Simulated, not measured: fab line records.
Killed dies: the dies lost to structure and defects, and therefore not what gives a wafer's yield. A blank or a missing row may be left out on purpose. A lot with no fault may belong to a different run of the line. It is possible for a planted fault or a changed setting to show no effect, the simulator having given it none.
Split-lot experiment	flow sky130	23 wafers read across 5 lots, on a route 708 steps long

== SPLIT DETAILS ==
At SKY_LOCAL_INTERCONNECT_COAT_06 (resist thk 450 nm), the setting resist_thk_nm was moved away from the recipe's 450 nm on 11 of the 23 wafers read, by -3.6% to +4.1%. This setting was run at the recipe's value on the other wafers.

== FROM THE SPLIT TO THE READING: what the file shows between them, 3 steps ==
- SKY_LOCAL_INTERCONNECT_SOFTBAKE_07: time 90 s
- SKY_LOCAL_INTERCONNECT_EXPOSE_08: exposes mask LI1M, target cd 170 nm
- SKY_LOCAL_INTERCONNECT_ETCH_13: etches BARC in N2/H2, stops on SiO2, time 45.9 s, target depth 60 nm

== THE READING ==
KrF-thick_of_LOCAL_INTERCONNECT_COAT_06.thk_nm (the simulator's own value, which no gauge read), in nm, at SKY_LOCAL_INTERCONNECT_METAL_ETCH_14 (etches TiN in Cl2/BCl3, stops on PSG, target depth 110 nm, time 32.26 s). There is no usual value for it anywhere in the file. Here, 12 wafers ran the recipe; their average is 347.5 nm with a standard deviation of 1.9 nm.

wafer	tool, chamber at the split	resist_thk_nm as run, nm	against the recipe	KrF-thick_of_LOCAL_INTERCONNECT_COAT_06.thk_nm, nm	against lot-mates on the recipe
L076.1	litho_track-04, 0	465.3	+3.4%	364.1	+18.4
L076.2	litho_track-04, 0	450	recipe	346.4	-
L076.3	litho_track-04, 0	465.3	+3.4%	363.9	+18.2
L076.5	litho_track-04, 0	465.3	+3.4%	363.4	+17.7
L076.6	litho_track-04, 0	450	recipe	345	-
L077.2	litho_track-03, 0	468.3	+4.1%	365.7	+16.3
L077.3	litho_track-03, 0	468.3	+4.1%	370.1	+20.7
L077.4	litho_track-03, 0	450	recipe	347.1	-
L077.5	litho_track-03, 0	468.3	+4.1%	366.7	+17.3
L077.6	litho_track-03, 0	450	recipe	351.7	-
L079.2	litho_track-01, 0	450	recipe	345.5	-
L079.3	litho_track-01, 0	437.6	-2.8%	333.3	-12.9
L079.4	litho_track-01, 0	437.6	-2.8%	334	-12.2
L079.5	litho_track-01, 0	450	recipe	346.9	-
L079.6	litho_track-01, 0	437.6	-2.8%	333.6	-12.6
L081.2	litho_track-03, 0	450	recipe	349.5	-
L081.4	litho_track-03, 0	450	recipe	349.2	-
L081.6	litho_track-03, 0	450	recipe	345.4	-
L085.1	litho_track-01, 0	450	recipe	347.4	-
L085.4	litho_track-01, 0	450	recipe	347.4	-
L085.2	litho_track-01, 0	434	-3.6%	330.4	-17.2
L085.5	litho_track-01, 0	434	-3.6%	332.2	-15.4
L085.6	litho_track-01, 0	450	recipe	348	-

FIT RESULTS
A straight line over all 23 wafers: KrF-thick_of_LOCAL_INTERCONNECT_COAT_06.thk_nm changes by +4.84 nm for each +1% of resist_thk_nm; r = +0.99; the points scatter about the line by 1.7 nm.
The same after taking each lot's own level away (the mean of its wafers on the recipe; 23 wafers): +4.71 nm for each +1%; r = +0.99; scatter 1.6 nm.
On that fit, the largest move of resist_thk_nm shifts the reading by 19 nm.
The span of the lots' own levels, 345.70 to 349.40 nm, comes to 2.0 times the standard deviation stated above.
The two slopes are in agreement: the lot-to-lot level therefore moves the slope only a little.
Check: for one of the wafers moved furthest among these (+4.1%), held out of the fit, the line's prediction against its lot-mates is +19.9 nm. It came out at +16.3 nm against them.

== OTHER SPLITS APPLIED TO THESE WAFERS ==
Note: prior to the reading, these wafers also went through further splits. Each is held against what the fit with the lots' levels taken away leaves over:
other split on the same wafers	wafers away from the commonest value	r with KrF-thick_of_LOCAL_INTERCONNECT_COAT_06.thk_nm (lot level and that fit taken away)
SKY_LI_CONTACT_DEVELOP_11 dev_temp_c	10	+0.18
SKY_LI_CONTACT_CVD_21 temp_c	7	+0.39

== THE WHOLE CHAIN: every reading that the file lists as answering this split, in the file's order ==
step	what it does	reading	change (the file's fit)	r (the file's)
SKY_LOCAL_INTERCONNECT_COAT_06	resist thk 450 nm	KrF-thick_of_LOCAL_INTERCONNECT_COAT_06.thk_nm (the simulator's own value, which no gauge read)	+4.41 nm for each +1% of the setting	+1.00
SKY_LOCAL_INTERCONNECT_ETCH_13	etches BARC in N2/H2, stops on SiO2, time 45.9 s, target depth 60 nm	KrF-thick_of_LOCAL_INTERCONNECT_COAT_06.thk_nm (the simulator's own value, which no gauge read)	+4.55 nm for each +1% of the setting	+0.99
SKY_LOCAL_INTERCONNECT_METAL_ETCH_14	etches TiN in Cl2/BCl3, stops on PSG, target depth 110 nm, time 32.26 s	KrF-thick_of_LOCAL_INTERCONNECT_COAT_06.thk_nm (the simulator's own value, which no gauge read)	+4.71 nm for each +1% of the setting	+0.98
SKY_LOCAL_INTERCONNECT_STRIP_15	strips in O2/N2	strip_time_to_endpoint_s	withheld for each +1% of the setting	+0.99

== THE FILE'S OWN FIT ==
KrF-thick_of_LOCAL_INTERCONNECT_COAT_06.thk_nm changes by +4.71 nm for each +1% of resist_thk_nm, r = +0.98.
